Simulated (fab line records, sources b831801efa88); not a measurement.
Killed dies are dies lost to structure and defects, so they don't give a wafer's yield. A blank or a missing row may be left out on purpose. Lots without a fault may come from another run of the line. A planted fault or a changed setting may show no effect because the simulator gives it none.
Which tool did it? | flow sky130 | 12 lots, 36 wafers sampled, at 6 steps of a route of 708

WHAT THE GAUGES READ, wafer by wafer
SKY_VT_ADJUST_LVTN_TW_MEAS_10. Usual: VT_ADJUST_LVTN_TW 241, standard deviation 3.1.
lot  | measured     | on            | VT_ADJUST_LVTN_TW | flag
L149 | day 7 17:34  | film_metro-04 | 244 244 244       |
L150 | day 7 18:45  | film_metro-04 | 244 245 244       |
L155 | day 8 19:01  | film_metro-02 | 245 245 245       |
L157 | day 9 06:33  | film_metro-02 | 243 243 244       |
L156 | day 9 07:29  | film_metro-01 | 237 238 236       |
L164 | day 11 15:48 | film_metro-01 | 237 238 237       |
L165 | day 11 20:40 | film_metro-04 | 243 244 245       |
L167 | day 12 03:23 | film_metro-01 | 239 239 238       |
L168 | day 12 09:17 | film_metro-04 | 243 244 243       |
L169 | day 12 13:56 | film_metro-04 | 244 245 244       |
L171 | day 13 12:16 | film_metro-01 | 238 237 238       |
L172 | day 13 19:38 | film_metro-02 | 242 244 245       |

SKY_SD_P_CD_MEAS_07: target cd 380 nm. Usual: cd_nm 380.0 nm, standard deviation 2.5.
lot  | measured     | on        | cd_nm (nm)        | flag
L149 | day 26 13:37 | cd_sem-01 | 379.4 380.7 380.2 |
L150 | day 26 18:20 | cd_sem-01 | 380.0 381.4 380.8 |
L155 | day 28 08:50 | cd_sem-02 | - - -             | OFF
L157 | day 28 21:53 | cd_sem-01 | 376.5 377.0 376.9 |
L156 | day 28 20:31 | cd_sem-01 | 382.0 382.9 383.7 |
L164 | day 31 10:48 | cd_sem-01 | 383.0 384.7 384.4 |
L165 | day 32 05:16 | cd_sem-01 | 379.7 378.6 377.6 |
L167 | day 33 05:04 | cd_sem-01 | 377.8 379.0 376.6 |
L168 | day 33 10:40 | cd_sem-01 | 377.3 378.1 379.7 |
L169 | day 33 10:02 | cd_sem-01 | 380.1 380.2 381.5 |
L171 | day 33 14:21 | cd_sem-01 | 377.4 376.3 377.9 |
L172 | day 33 23:58 | cd_sem-02 | 382.3 383.0 383.3 |

SKY_SD_P_TW_MEAS_11. Usual: SD_P_TW 2850, standard deviation 10.
lot  | measured     | on            | SD_P_TW           | flag
L149 | day 26 14:01 | film_metro-04 | 2849 2855 2848    |
L150 | day 26 18:44 | film_metro-04 | 2833 2848 2838    |
L155 | day 28 09:14 | film_metro-04 | 30 30 30 30 30 30 | OFF
L157 | day 28 22:17 | film_metro-04 | 2861 2869 2854    |
L156 | day 28 20:54 | film_metro-02 | 2861 2858 2855    |
L164 | day 31 11:11 | film_metro-02 | 2857 2855 2851    |
L165 | day 32 05:39 | film_metro-03 | 2848 2844 2835    |
L167 | day 33 05:28 | film_metro-04 | 2861 2838 2843    |
L168 | day 33 11:04 | film_metro-04 | 2867 2846 2854    |
L169 | day 33 10:26 | film_metro-02 | 2856 2838 2839    |
L171 | day 33 14:43 | film_metro-02 | 2838 2825 2838    |
L172 | day 34 00:22 | film_metro-03 | 2830 2840 2835    |

SKY_CONTACT_THK_MEAS_03. Usual: CONTACT_HDPCVD_THK 564 nm, standard deviation 6.2.
lot  | measured     | on            | CONTACT_HDPCVD_THK (nm) | flag
L149 | day 31 12:51 | film_metro-01 | 558 556 563             |
L150 | day 31 16:25 | film_metro-02 | 567 567 568             |
L157 | day 33 17:57 | film_metro-02 | 572 560 553             |
L156 | day 33 16:17 | film_metro-01 | 557 557 568             |
L164 | day 36 04:34 | film_metro-03 | 568 566 568             |
L165 | day 36 22:26 | film_metro-03 | 560 557 562             |
L167 | day 37 19:38 | film_metro-01 | 561 560 565             |
L168 | day 38 01:14 | film_metro-01 | 568 563 564             |
L169 | day 38 00:17 | film_metro-01 | 560 558 557             |
L171 | day 38 05:19 | film_metro-02 | 551 563 561             |
L172 | day 38 13:11 | film_metro-01 | 563 567 569             |

WHICH TOOL RAN EACH LOT (tool, then ch and the chambers of the sampled wafers, then the start)
lot  | SKY_NWELL_STRIP_14                   | SKY_SD_P_EXPOSE_04
L149 | plasma_asher-03 ch 1, day 5 05:34    | iline_stepper-02 ch 0, day 25 23:34
L150 | plasma_asher-02 ch 0,1, day 5 06:02  | iline_stepper-02 ch 0, day 26 03:16
L155 | plasma_asher-03 ch 0,1, day 6 04:47  | iline_stepper-02 ch 0, day 27 17:37
L157 | plasma_asher-02 ch 0,1, day 6 16:02  | iline_stepper-02 ch 0, day 28 08:39
L156 | plasma_asher-03 ch 0,1, day 6 16:25  | iline_stepper-01 ch 0, day 28 06:33
L164 | plasma_asher-02 ch 0,1, day 8 18:16  | iline_stepper-01 ch 0, day 30 22:03
L165 | plasma_asher-01 ch 0,1, day 8 21:07  | iline_stepper-02 ch 0, day 31 14:16
L167 | plasma_asher-03 ch 0,1, day 9 03:43  | iline_stepper-02 ch 0, day 32 15:25
L168 | plasma_asher-03 ch 0,1, day 9 09:41  | iline_stepper-01 ch 0, day 32 20:35
L169 | plasma_asher-02 ch 0, day 9 14:31    | iline_stepper-02 ch 0, day 32 19:47
L171 | plasma_asher-02 ch 0,1, day 10 08:25 | iline_stepper-02 ch 0, day 33 00:49
L172 | plasma_asher-03 ch 1, day 10 16:07   | iline_stepper-01 ch 0, day 33 11:23
- SKY_NWELL_STRIP_14: strips in O2/N2.
- SKY_SD_P_EXPOSE_04: exposes mask PSDM, target cd 380 nm.

WHAT THE TOOLS THEMSELVES READ (means of the sampled wafers that have a number; where no wafer has one, the mark that the record gives instead)
SKY_NWELL_STRIP_14. Usual: drypump_motor_current_A 5.8 A, standard deviation 0.52; oes_product_au 0.723 a.u., standard deviation 0.0039; strip_time_to_endpoint_s 36.96 s, standard deviation 0.092.
lot  | tool            | drypump_motor_current_A (A) | oes_product_au (a.u.) | strip_time_to_endpoint_s (s) | flag
L149 | plasma_asher-03 | 6.5                         | 0.722                 | 36.87                        |
L150 | plasma_asher-02 | 5.4                         | 0.723                 | 37.00                        |
L155 | plasma_asher-03 | 6.1                         | 0.723                 | 36.95                        |
L157 | plasma_asher-02 | 5.4                         | 0.725                 | 36.91                        |
L156 | plasma_asher-03 | 6.0                         | 0.724                 | 36.83                        |
L164 | plasma_asher-02 | 5.5                         | 0.716                 | 36.94                        |
L165 | plasma_asher-01 | 6.4                         | 0.723                 | 37.09                        |
L167 | plasma_asher-03 | 6.0                         | 0.723                 | 36.87                        |
L168 | plasma_asher-03 | 6.1                         | 0.719                 | 37.05                        |
L169 | plasma_asher-02 | 5.4                         | 0.718                 | 36.87                        |
L171 | plasma_asher-02 | 5.4                         | 0.720                 | 37.04                        |
L172 | plasma_asher-03 | 6.4                         | 0.726                 | 36.96                        |

THE ANSWER, worked out from the rows above alone
Rule: a lot is off if the mean of its wafers that have a number lies more than 3 standard deviations from the usual mean. A lot without any number at a reading at which 4 lots or more have one is off too. The other lots that the step has rows for count as sound. The gauges are gone through in route order, then the tools' own readings, and for those a lot's mean is taken as printed above. The first step at which some lot is off is used, and at that step the reading that is off furthest; a lot without a number counts as furthest.
Off: L155, at SKY_SD_P_CD_MEAS_07 (cd_nm). Without a number there: L155.
A tool fits if, at a process step before that reading, it ran every lot that is off, and no sound lot after the first of them. The gauges at SKY_SD_P_CD_MEAS_07 aren't tried: what is off there is off at SKY_SD_P_TW_MEAS_11 too, on other tools, and a gauge's error can't cause that. None of those tried fits.

WHAT THE SIMULATOR HAD PUT IN
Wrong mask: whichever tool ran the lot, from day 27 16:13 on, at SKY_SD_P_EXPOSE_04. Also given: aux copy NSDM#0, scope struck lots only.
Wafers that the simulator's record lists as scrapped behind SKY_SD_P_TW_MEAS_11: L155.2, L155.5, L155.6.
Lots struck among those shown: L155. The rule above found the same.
